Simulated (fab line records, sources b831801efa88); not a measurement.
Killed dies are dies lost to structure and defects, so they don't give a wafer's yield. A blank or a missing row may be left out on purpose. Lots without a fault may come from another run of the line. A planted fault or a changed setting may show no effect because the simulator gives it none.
fab line records | flow sky130
record lots=24 wafers=72 last_day=50
route steps=708 shown METAL2@485 METAL3@569 VIA3@595 METAL4@600 CAP2M@603
lots that met no fault: from a run of the same line without faults
start_h: hours from the record's first day to the start of the lot's first wafer shown | wait_h: hours since the lot's step before | " the same as in the row above | L1.1+2: a row that stands for several wafers | - no value, or no start given | * or withheld: withheld | < > ~ a bound
route shown NAME@n: a module of which the file shows steps, and the number in the route of the first | usual: mean/standard deviation of fault-free wafers | same: alike in all rows | chamber/n: place in a boat | sites: the reading at each site | _std_site: their standard deviation | _edge_site: outer sites' mean less inner sites' | radius_mm: how far each site lies from the wafer's centre | mask NAME#n: copy n | behind: the tool/chamber that last shaped the wafer | hold: why the lot was held/for how many hours/how that ended | device: the transistor (n, p or np) that didn't switch | end of line: the same wafers' tests at the end of the route | a step without rows: its recipe alone | killed: dies lost to structure and defects at the first sort, not the wafer's yield | map: a wafer's dies, x killed, . not, _ none there
set.NAME: the setting as run; set.NAME@STEP: as run at that earlier step | model.NAME: the simulator's own value behind a step, which no gauge read
steps of the route over a sample of lots; a table a step, a row a wafer
services: from which hour (start_h, from the record's first day; less than 0 if before it) a tool's chamber was out of use, for how many hours, and why
## steps
# step SKY_METAL2_SPUTTER_02
# recipe material=AlCu target_thk_nm=250 power_w=10600 time_s=13.3 chamber_pressure_pa=0.4
# usual throttle_valve_pct=30.2/1
# columns lot.wafer tool chamber start_h wait_h throttle_valve_pct
L074.2 pvd_sputter-04 - 792.11 0.0 29.3
L074.5 " - " " 29.5
L074.6 " - " " 29.0
L075.2 pvd_sputter-02 - 799.41 0.0 30.5
L075.3 " - " " 31.7
L075.6 " - " " 31.2
L076.1 pvd_sputter-04 - 832.05 0.0 29.1
L076.3 " - " " 29.1
L076.6 " - " " 29.1
L077.2 pvd_sputter-01 - 834.82 0.0 31.1
L077.4 " - " " 28.5
L077.5 " - " " 30.2
L079.1 pvd_sputter-02 - 837.01 0.0 30.5
L079.2 " - " " 31.2
L079.4 " - " " 31.8
L078.1 pvd_sputter-01 - 837.40 0.0 28.9
L078.2 " - " " 29.8
L078.4 " - " " 31.4
L080.1 pvd_sputter-02 - 838.70 0.0 29.7
L080.2 " - " " 31.1
L080.5 " - " " 31.6
L081.1 pvd_sputter-01 - 843.31 0.0 28.6
L081.3 " - " " 31.3
L081.4 " - " " 29.1
L082.1 pvd_sputter-01 - 858.12 0.0 30.1
L082.5 " - " " 29.3
L082.6 " - " " 31.4
L083.2 pvd_sputter-02 - 862.58 0.0 31.0
L083.5 " - " " 30.3
L083.6 " - " " 31.1
L085.4 pvd_sputter-04 - 874.17 0.0 29.9
L085.5 " - " " 30.4
L085.6 " - " " 30.0
L084.1 pvd_sputter-02 - 875.43 0.0 30.8
L084.4 " - " " 31.8
L084.5 " - " " 29.4
L086.1 pvd_sputter-01 - 887.91 0.0 31.6
L086.3 " - " " 30.1
L086.4 " - " " 28.6
L089.2 pvd_sputter-02 - 919.03 0.0 29.4
L089.3 " - " " 31.9
L089.4 " - " " 29.4
L087.1 pvd_sputter-04 - 919.63 0.0 29.1
L087.3 " - " " 30.2
L087.4 " - " " 29.5
L088.3 pvd_sputter-02 - 919.93 0.0 29.8
L088.4 " - " " 31.8
L088.5 " - " " 31.2
L090.2 pvd_sputter-02 - 921.24 0.0 29.3
L090.3 " - " " 31.2
L090.4 " - " " 29.3
L091.4 pvd_sputter-02 - 923.26 0.0 31.2
L091.5 " - " " 29.6
L091.6 " - " " 31.8
L092.3 pvd_sputter-02 - 926.30 0.0 30.7
L092.4 " - " " 31.2
L092.6 " - " " 30.7
L093.3 pvd_sputter-04 - 927.88 0.0 29.0
L093.4 " - " " 29.9
L093.5 " - " " 29.2
L094.2 pvd_sputter-01 - 943.20 0.0 28.6
L094.3 " - " " 29.2
L094.6 " - " " 31.4
L095.2 pvd_sputter-04 - 947.96 0.0 29.2
L095.3 " - " " 29.4
L095.6 " - " " 30.3
L096.4 pvd_sputter-01 - 951.71 0.0 28.9
L096.5 " - " " 29.0
L096.6 " - " " 29.8
L097.1 pvd_sputter-04 - 954.91 0.0 30.4
L097.3 " - " " 29.8
L097.4 " - " " 29.3
# step SKY_METAL3_STRIP_19
# recipe chemistry=O2/N2 power_w=1400 pressure_mtorr=1500 platen_temp_c=withheld o2_flow_sccm=3000 n2_flow_sccm=300 overash_fraction=0.5
# usual drypump_motor_current_A=5.6/0.39 oes_product_au=0.501/0.0055 strip_time_to_endpoint_s=6.52/0.063
# columns lot.wafer tool chamber start_h wait_h drypump_motor_current_A oes_product_au rf_hours_counter_h strip_time_to_endpoint_s
L074.2 plasma_asher-02 0 901.49 0.1 5.7 0.505 46 6.48
L074.5 " 1 " " 6.1 0.499 - 6.54
L074.6 " 0 " " 5.7 0.507 - 6.53
L075.2 plasma_asher-01 1 910.08 0.1 5.2 0.503 106 6.50
L075.3 " 0 " " 5.1 0.504 - 6.48
L075.6 " 1 " " 5.1 0.495 - 6.47
L076.1 plasma_asher-02 0 938.04 0.1 5.6 0.500 49 6.48
L076.3 " 1 " " 6.2 0.493 - 6.44
L076.6 " 0 " " 5.7 0.494 - 6.41
L077.2 plasma_asher-01 0 938.88 0.1 5.1 0.499 109 6.44
L077.4 " 0 " " 5.1 0.502 - 6.53
L077.5 " 0 " " 5.1 0.501 - 6.53
L079.1 plasma_asher-01 0 942.58 0.1 5.1 0.504 109 6.62
L079.2 " 1 " " 5.2 0.506 109 6.53
L079.4 " 0 " " 5.1 0.501 - 6.49
L078.1 plasma_asher-03 0 943.73 0.1 5.8 0.503 84 6.52
L078.2 " 1 " " 5.4 0.507 84 6.57
L078.4 " 1 " " 5.4 0.504 - 6.54
L080.1 plasma_asher-03 1 944.02 0.1 5.4 0.506 84 6.50
L080.2 " 0 " " 5.8 0.502 84 6.46
L080.5 " 0 " " 5.8 0.504 - 6.55
L081.1 plasma_asher-02 0 947.98 0.1 5.7 0.504 50 6.50
L081.3 " 0 " " 5.7 0.512 - 6.47
L081.4 " 1 " " 6.1 0.501 - 6.49
L082.1 plasma_asher-02 1 966.88 0.1 6.2 0.506 52 6.45
L082.5 " 1 " " 6.1 0.504 - 6.42
L082.6 " 0 " " 5.7 0.498 - 6.45
L083.2 plasma_asher-02 0 968.09 0.1 5.7 0.501 52 6.51
L083.5 " 0 " " 5.7 0.504 - 6.55
L083.6 " 1 " " 6.1 0.508 - 6.51
L085.4 plasma_asher-01 1 977.08 0.1 5.1 0.498 - 6.59
L085.5 " 1 " " 5.1 0.500 - 6.45
L085.6 " 0 " " 5.1 0.502 - 6.61
L084.1 plasma_asher-01 0 977.65 0.2 5.1 0.501 113 6.58
L084.4 " 1 " " 5.1 0.506 - 6.49
L084.5 " 1 " " 5.1 0.491 - 6.46
L086.1 plasma_asher-02 0 991.99 0.1 5.7 0.510 54 6.61
L086.3 " 0 " " 5.7 0.500 - 6.45
L086.4 " 1 " " 6.1 0.507 - 6.58
L089.2 plasma_asher-02 0 1018.37 0.1 5.7 0.499 57 6.54
L089.3 " 0 " " 5.7 0.501 - 6.59
L089.4 " 1 " " 6.2 0.500 - 6.47
L087.1 plasma_asher-03 1 1019.82 0.1 5.4 0.491 91 6.39
L087.3 " 0 " " 5.8 0.491 - 6.38
L087.4 " 1 " " 5.4 0.497 - 6.48
L088.3 plasma_asher-02 0 1020.25 0.2 5.7 0.506 - 6.52
L088.4 " 1 " " 6.1 0.496 - 6.45
L088.5 " 0 " " 5.7 0.487 - 6.44
L090.2 plasma_asher-03 1 1020.38 0.1 5.4 0.505 91 6.49
L090.3 " 0 " " 5.8 0.498 - 6.47
L090.4 " 1 " " 5.4 0.501 - 6.51
L091.4 plasma_asher-01 0 1021.77 0.1 5.1 0.501 - 6.58
L091.5 " 1 " " 5.2 0.505 - 6.50
L091.6 " 0 " " 5.1 0.496 - 6.58
L092.3 plasma_asher-01 1 1024.86 0.2 5.1 0.503 - 6.47
L092.4 " 0 " " 5.1 0.504 - 6.55
L092.6 " 1 " " 5.1 0.499 - 6.54
L093.3 plasma_asher-02 1 1025.84 0.2 6.1 0.502 - 6.56
L093.4 " 0 " " 5.7 0.503 - 6.51
L093.5 " 1 " " 6.1 0.502 - 6.53
L094.2 plasma_asher-02 1 1039.03 0.1 6.1 0.519 59 6.65
L094.3 " 0 " " 5.7 0.507 - 6.55
L094.6 " 0 " " 5.7 0.503 - 6.56
L095.2 plasma_asher-01 1 1044.53 0.1 5.2 0.500 119 6.53
L095.3 " 1 " " 5.1 0.494 - 6.41
L095.6 " 0 " " 5.1 0.505 - 6.49
L096.4 plasma_asher-02 0 1048.86 0.1 5.7 0.500 - 6.62
L096.5 " 0 " " 5.7 0.494 - 6.44
L096.6 " 1 " " 6.2 0.500 - 6.54
L097.1 plasma_asher-03 1 1050.84 0.1 5.4 0.508 95 6.66
L097.3 " 1 " " 5.4 0.508 - 6.67
L097.4 " 0 " " 5.8 0.500 - 6.57
# step SKY_VIA3_RS_MEAS_22
# recipe thk_meas_gauge=four-point-probe reads=W_of_VIA3_CVD_21+TiN_of_VIA3_SPUTTER_20
# usual VIA3_W_RS=0.293/0.0034
# columns lot.wafer tool chamber start_h wait_h VIA3_W_RS[ohm/sq]
L074.2 film_metro-02 - 926.78 0.1 0.293
L074.5 " - " " 0.296
L074.6 " - " " 0.293
L075.2 film_metro-01 - 936.87 0.1 0.297
L075.3 " - " " 0.298
L075.6 " - " " 0.298
L076.1 film_metro-02 - 964.20 0.1 0.293
L076.3 " - " " 0.291
L076.6 " - " " 0.296
L077.2 film_metro-01 - 965.37 0.1 0.289
L077.4 " - " " 0.290
L077.5 " - " " 0.286
L079.1 film_metro-03 - 969.47 0.1 0.286
L079.2 " - " " 0.285
L079.4 " - " " 0.285
L078.1 film_metro-01 - 971.44 0.1 0.292
L078.2 " - " " 0.295
L078.4 " - " " 0.292
L080.1 film_metro-03 - 971.63 0.1 0.288
L080.2 " - " " 0.292
L080.5 " - " " 0.295
L081.1 film_metro-03 - 974.88 0.1 0.296
L081.3 " - " " 0.293
L081.4 " - " " 0.295
L082.1 film_metro-01 - 991.96 0.1 0.290
L082.5 " - " " 0.291
L082.6 " - " " 0.292
L083.2 film_metro-03 - 993.87 0.1 0.295
L083.5 " - " " 0.299
L083.6 " - " " 0.296
L085.4 film_metro-03 - 1002.50 0.1 0.294
L085.5 " - " " 0.292
L085.6 " - " " 0.291
L084.1 film_metro-02 - 1003.15 0.1 0.299
L084.4 " - " " 0.296
L084.5 " - " " 0.294
L086.1 film_metro-02 - 1016.80 0.1 0.294
L086.3 " - " " 0.291
L086.4 " - " " 0.293
L089.2 film_metro-01 - 1042.04 0.1 0.297
L089.3 " - " " 0.297
L089.4 " - " " 0.298
L087.1 film_metro-02 - 1045.33 0.1 0.295
L087.3 " - " " 0.290
L087.4 " - " " 0.297
L088.3 film_metro-01 - 1045.57 0.1 0.297
L088.4 " - " " 0.294
L088.5 " - " " 0.296
L090.2 film_metro-03 - 1045.62 0.1 0.296
L090.3 " - " " 0.292
L090.4 " - " " 0.293
L091.4 film_metro-03 - 1046.98 0.1 0.294
L091.5 " - " " 0.294
L091.6 " - " " 0.292
L092.3 film_metro-03 - 1049.94 0.1 0.294
L092.4 " - " " 0.290
L092.6 " - " " 0.294
L093.3 film_metro-03 - 1051.10 0.1 0.290
L093.4 " - " " 0.286
L093.5 " - " " 0.287
L094.2 film_metro-01 - 1062.45 0.1 0.299
L094.3 " - " " 0.296
L094.6 " - " " 0.294
L095.2 film_metro-03 - 1067.90 0.1 0.287
L095.3 " - " " 0.284
L095.6 " - " " 0.290
L096.4 film_metro-02 - 1071.81 0.1 0.295
L096.5 " - " " 0.295
L096.6 " - " " 0.295
L097.1 film_metro-02 - 1074.19 0.1 0.295
L097.3 " - " " 0.295
L097.4 " - " " 0.291
# step SKY_METAL4_SPUTTER_02
# recipe material=AlCu target_thk_nm=735 power_w=10600 time_s=39.1 chamber_pressure_pa=0.4
# usual throttle_valve_pct=30.4/0.9
# columns lot.wafer tool chamber start_h wait_h throttle_valve_pct
L074.2 pvd_sputter-03 - 927.28 0.0 30.5
L074.5 " - " " 30.4
L074.6 " - " " 30.4
L075.2 pvd_sputter-04 - 937.38 0.0 30.1
L075.3 " - " " 29.2
L075.6 " - " " 29.2
L076.1 pvd_sputter-02 - 964.72 0.0 31.6
L076.3 " - " " 29.7
L076.6 " - " " 30.8
L077.2 pvd_sputter-03 - 965.87 0.0 30.5
L077.4 " - " " 32.2
L077.5 " - " " 30.5
L079.1 pvd_sputter-04 - 969.99 0.0 29.2
L079.2 " - " " 29.1
L079.4 " - " " 30.1
L078.1 pvd_sputter-02 - 971.96 0.0 31.5
L078.2 " - " " 31.2
L078.4 " - " " 30.5
L080.1 pvd_sputter-03 - 972.16 0.0 29.8
L080.2 " - " " 32.0
L080.5 " - " " 29.8
L081.1 pvd_sputter-04 - 975.41 0.0 29.0
L081.3 " - " " 29.4
L081.4 " - " " 29.8
L082.1 pvd_sputter-03 - 992.49 0.0 30.4
L082.5 " - " " 30.5
L082.6 " - " " 32.3
L083.2 pvd_sputter-02 - 994.38 0.0 31.6
L083.5 " - " " 31.9
L083.6 " - " " 29.4
L085.4 pvd_sputter-03 - 1003.07 0.0 30.3
L085.5 " - " " 29.8
L085.6 " - " " 30.5
L084.1 pvd_sputter-03 - 1003.68 0.0 30.5
L084.4 " - " " 30.4
L084.5 " - " " 30.4
L086.1 pvd_sputter-04 - 1017.33 0.0 30.4
L086.3 " - " " 29.3
L086.4 " - " " 28.9
L089.2 pvd_sputter-03 - 1042.54 0.0 29.6
L089.3 " - " " 30.6
L089.4 " - " " 31.9
L087.1 pvd_sputter-02 - 1045.93 0.0 29.6
L087.3 " - " " 30.7
L087.4 " - " " 31.2
L088.3 pvd_sputter-03 - 1046.05 0.0 29.7
L088.4 " - " " 30.5
L088.5 " - " " 30.0
L090.2 pvd_sputter-02 - 1046.23 0.0 30.6
L090.3 " - " " 29.7
L090.4 " - " " 31.0
L091.4 pvd_sputter-03 - 1047.45 0.0 30.3
L091.5 " - " " 30.6
L091.6 " - " " 32.4
L092.3 pvd_sputter-03 - 1050.42 0.0 32.0
L092.4 " - " " 30.2
L092.6 " - " " 29.8
L093.3 pvd_sputter-03 - 1051.59 0.0 32.2
L093.4 " - " " 30.5
L093.5 " - " " 29.8
L094.2 pvd_sputter-02 - 1062.96 0.0 32.0
L094.3 " - " " 30.4
L094.6 " - " " 31.8
L095.2 pvd_sputter-04 - 1068.41 0.0 29.7
L095.3 " - " " 29.2
L095.6 " - " " 29.6
L096.4 pvd_sputter-02 - 1072.28 0.0 31.1
L096.5 " - " " 31.8
L096.6 " - " " 29.6
L097.1 pvd_sputter-02 - 1074.72 0.0 31.7
L097.3 " - " " 30.9
L097.4 " - " " 29.6
# step SKY_CAP2M_CVD_00
# recipe material=SiO2 target_thk_nm=15.5 temp_c=400 time_s=withheld rf_w=450
# usual heater_power_w=710/110
# columns lot.wafer tool chamber start_h wait_h heater_power_w
L074.2 pecvd-03 2 927.39 0.0 752
L074.5 " 2 " " 746
L074.6 " 1 " " 723
L075.2 pecvd-01 1 937.48 0.0 637
L075.3 " 0 " " 635
L075.6 " 1 " " 632
L076.1 pecvd-02 1 964.83 0.0 911
L076.3 " 2 " " 834
L076.6 " 2 " " 817
L077.2 pecvd-03 0 965.98 0.0 663
L077.4 " 2 " " 790
L077.5 " 0 " " 662
L079.1 pecvd-01 2 970.10 0.0 541
L079.2 " 0 " " 667
L079.4 " 1 " " 643
L078.1 pecvd-03 2 972.07 0.0 684
L078.2 " 0 " " 673
L078.4 " 0 " " 686
L080.1 pecvd-01 0 972.26 0.0 644
L080.2 " 2 " " 603
L080.5 " 0 " " 628
L081.1 pecvd-03 0 975.52 0.0 661
L081.3 " 2 " " 632
L081.4 " 1 " " 690
L082.1 pecvd-03 0 992.59 0.0 786
L082.5 " 2 " " 738
L082.6 " 1 " " 605
L083.2 pecvd-03 2 994.49 0.0 767
L083.5 " 0 " " 802
L083.6 " 2 " " 778
L085.4 pecvd-01 0 1003.18 0.0 660
L085.5 " 0 " " 650
L085.6 " 2 " " 557
L084.1 pecvd-01 2 1003.79 0.0 570
L084.4 " 2 " " 568
L084.5 " 2 " " 548
L086.1 pecvd-02 0 1017.44 0.0 764
L086.3 " 1 " " 1022
L086.4 " 0 " " 779
L089.2 pecvd-03 0 1042.65 0.0 726
L089.3 " 2 " " 722
L089.4 " 1 " " 683
L087.1 pecvd-02 0 1046.04 0.0 743
L087.3 " 2 " " 841
L087.4 " 2 " " 832
L088.3 pecvd-01 1 1046.16 0.0 652
L088.4 " 0 " " 603
L088.5 " 2 " " 619
L090.2 pecvd-03 1 1046.34 0.0 732
L090.3 " 2 " " 707
L090.4 " 1 " " 723
L091.4 pecvd-02 0 1047.57 0.0 751
L091.5 " 2 " " 715
L091.6 " 1 " " 1017
L092.3 pecvd-02 2 1050.53 0.0 695
L092.4 " 0 " " 758
L092.6 " 2 " " 713
L093.3 pecvd-01 0 1051.70 0.0 608
L093.4 " 0 " " 615
L093.5 " 2 " " 506
L094.2 pecvd-03 0 1063.06 0.0 697
L094.3 " 2 " " 711
L094.6 " 0 " " 715
L095.2 pecvd-02 0 1068.52 0.0 700
L095.3 " 1 " " 972
L095.6 " 2 " " 831
L096.4 pecvd-03 2 1072.40 0.0 738
L096.5 " 0 " " 752
L096.6 " 1 " " 631
L097.1 pecvd-01 0 1074.83 0.0 633
L097.3 " 2 " " 628
L097.4 " 2 " " 619
# step SKY_CAP2M_THK_MEAS_01
# recipe reads=SiO2_of_CAP2M_CVD_00
# usual CAP2M_CVD_00_THK=15.45/0.22
# columns lot.wafer tool chamber start_h wait_h CAP2M_CVD_00_THK[nm]
L074.2 film_metro-04 - 927.42 - 15.41
L074.5 " - " " 15.82
L074.6 " - " " 15.43
L075.2 film_metro-03 - 937.52 - 15.18
L075.3 " - " " 15.27
L075.6 " - " " 15.40
L076.1 film_metro-03 - 964.85 - 15.52
L076.3 " - " " 15.48
L076.6 " - " " 15.51
L077.2 film_metro-02 - 966.01 - 15.19
L077.4 " - " " 15.52
L077.5 " - " " 15.68
L079.1 film_metro-02 - 970.12 - 15.28
L079.2 " - " " 15.36
L079.4 " - " " 15.57
L078.1 film_metro-03 - 972.09 - 15.12
L078.2 " - " " 15.40
L078.4 " - " " 15.48
L080.1 film_metro-04 - 972.29 - 15.52
L080.2 " - " " 15.58
L080.5 " - " " 15.63
L081.1 film_metro-03 - 975.54 - 15.13
L081.3 " - " " 15.03
L081.4 " - " " 15.37
L082.1 film_metro-03 - 992.61 - 15.30
L082.5 " - " " 15.33
L082.6 " - " " 15.56
L083.2 film_metro-03 - 994.52 - 15.14
L083.5 " - " " 15.59
L083.6 " - " " 15.27
L085.4 film_metro-04 - 1003.26 - 15.36
L085.5 " - " " 15.76
L085.6 " - " " 15.38
L084.1 film_metro-02 - 1003.82 - 15.22
L084.4 " - " " 15.47
L084.5 " - " " 15.34
L086.1 film_metro-04 - 1017.46 - 15.06
L086.3 " - " " 15.15
L086.4 " - " " 15.16
L089.2 film_metro-04 - 1042.68 - 15.48
L089.3 " - " " 15.20
L089.4 " - " " 15.75
L087.1 film_metro-04 - 1046.06 - 15.33
L087.3 " - " " 15.33
L087.4 " - " " 15.28
L088.3 film_metro-03 - 1046.20 - 15.64
L088.4 " - " " 15.75
L088.5 " - " " 15.74
L090.2 film_metro-03 - 1046.37 - 15.41
L090.3 " - " " 15.44
L090.4 " - " " 15.72
L091.4 film_metro-04 - 1047.61 - 15.70
L091.5 " - " " 15.53
L091.6 " - " " 15.56
L092.3 film_metro-03 - 1050.57 - 15.18
L092.4 " - " " 15.32
L092.6 " - " " 15.39
L093.3 film_metro-03 - 1051.74 - 15.39
L093.4 " - " " 15.48
L093.5 " - " " 15.77
L094.2 film_metro-02 - 1063.09 - 15.41
L094.3 " - " " 15.43
L094.6 " - " " 15.90
L095.2 film_metro-03 - 1068.55 - 15.66
L095.3 " - " " 15.56
L095.6 " - " " 15.92
L096.4 film_metro-04 - 1072.44 - 15.49
L096.5 " - " " 15.67
L096.6 " - " " 15.85
L097.1 film_metro-04 - 1074.85 - 15.72
L097.3 " - " " 15.54
L097.4 " - " " 15.90
## services
# columns tool chamber start_h hours kind
pvd_sputter-02 - 781.98 1.3 repair
pecvd-02 - 791.93 14.6 pm
pecvd-01 0 795.92 5.7 repair
pecvd-03 0 817.03 12.9 repair
pecvd-02 1 829.84 5.2 repair
plasma_asher-01 - 837.53 0.8 repair
pecvd-03 1 845.36 58.8 repair
pecvd-03 2 847.80 3.6 repair
pvd_sputter-02 1 904.35 - consumable_replace:kit
pvd_sputter-04 - 905.74 6.3 repair
pvd_sputter-02 - 905.93 6.7 repair
pvd_sputter-02 - 907.84 5.2 repair
pvd_sputter-02 - 914.69 4.2 repair
pvd_sputter-01 - 946.54 2.2 repair
pecvd-01 - 975.37 2.8 pm
pecvd-01 - 978.12 0.8 pm
pvd_sputter-02 - 980.54 13.6 repair
pecvd-01 - 983.68 0.6 repair
pecvd-02 - 987.37 28.1 pm
pecvd-02 - 1041.00 2.8 pm
pvd_sputter-04 - 1044.59 3.3 repair
plasma_asher-01 - 1045.88 0.9 repair
pvd_sputter-02 - 1053.78 0.6 repair
plasma_asher-01 - 1055.25 9.0 pm
## key
fault none
